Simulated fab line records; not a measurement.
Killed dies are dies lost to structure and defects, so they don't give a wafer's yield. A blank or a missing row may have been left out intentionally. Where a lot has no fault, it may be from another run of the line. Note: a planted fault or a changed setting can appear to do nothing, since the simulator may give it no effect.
One fault seen from 2 desks :: flow gf180mcu :: what lay behind the numbers comes last; until then each desk has only its own

== METROLOGY DESK ==
What the gauges read, lot by lot, whatever tool the lot ran on: means of the sampled wafers that have a number. Any lot whose mean is over 4 standard deviations away from the usual mean is out of limits and marked OUT; that distance is given in the brackets.
Columns: A = cd-nm at GF_V5_CD_MEAS_14, usual 260.2 nm
lot: L471
first seen here: day 27 13:12
A: 258.7

lot: L472
first seen here: day 27 16:05
A: 257.9

lot: L473
first seen here: day 28 01:26
A: 260.4

lot: L476
first seen here: day 28 19:58
A: 259.9

lot: L477
first seen here: day 29 00:11
A: 259.7

lot: L480
first seen here: day 29 23:53
A: 258.3

lot: L481
first seen here: day 30 10:53
A: 261.0

lot: L482
first seen here: day 30 15:23
A: 261.2

lot: L483
first seen here: day 30 21:37
A: 260.1

lot: L484
first seen here: day 31 04:46
A: 259.3

lot: L485
first seen here: day 31 09:01
A: 260.6

lot: L486
first seen here: day 31 15:44
A: 261.2

lot: L491
first seen here: day 32 21:08
A: 260.7

lot: L494
first seen here: day 33 13:16
A: 261.9
Finding of this desk: none of the 14 lots has anything out of limits.

== DESK OF THE TOOL OWNER: lpcvd-02 ==
The tool's own readings at GF_HV_LDD_CVD_54 (deposits SiO2 from TEOS, target thk 10 nm, time 75 s): means of the sampled wafers that have a number, for each lot that ran on this tool. Any lot whose mean is over 4 standard deviations away from the usual mean is out of limits and marked OUT; that distance is given in the brackets.
Columns: A = zone-power-bottom-pct at GF_HV_LDD_CVD_54, usual 13.8 %
lot: L472
first seen here: day 12 21:55
A: 14.5

lot: L473
first seen here: day 13 06:19
A: 11.8

lot: L477
first seen here: day 14 08:52
A: 14.5

lot: L480
first seen here: day 15 08:34
A: 11.9

lot: L482
first seen here: day 16 02:25
A: 11.8

lot: L483
first seen here: day 16 10:14
A: 14.4

lot: L484
first seen here: day 16 19:20
A: 11.7

lot: L485
first seen here: day 17 01:17
A: 14.4

lot: L486
first seen here: day 17 10:01
A: 14.4
Finding of this desk: none of the 9 lots has anything out of limits.

== BROUGHT TOGETHER ==
The metrology desk saw nothing out of limits.
Nothing out of limits was seen by the tool owner's desk.

== WHAT THE SIMULATOR HAD INSERTED ==
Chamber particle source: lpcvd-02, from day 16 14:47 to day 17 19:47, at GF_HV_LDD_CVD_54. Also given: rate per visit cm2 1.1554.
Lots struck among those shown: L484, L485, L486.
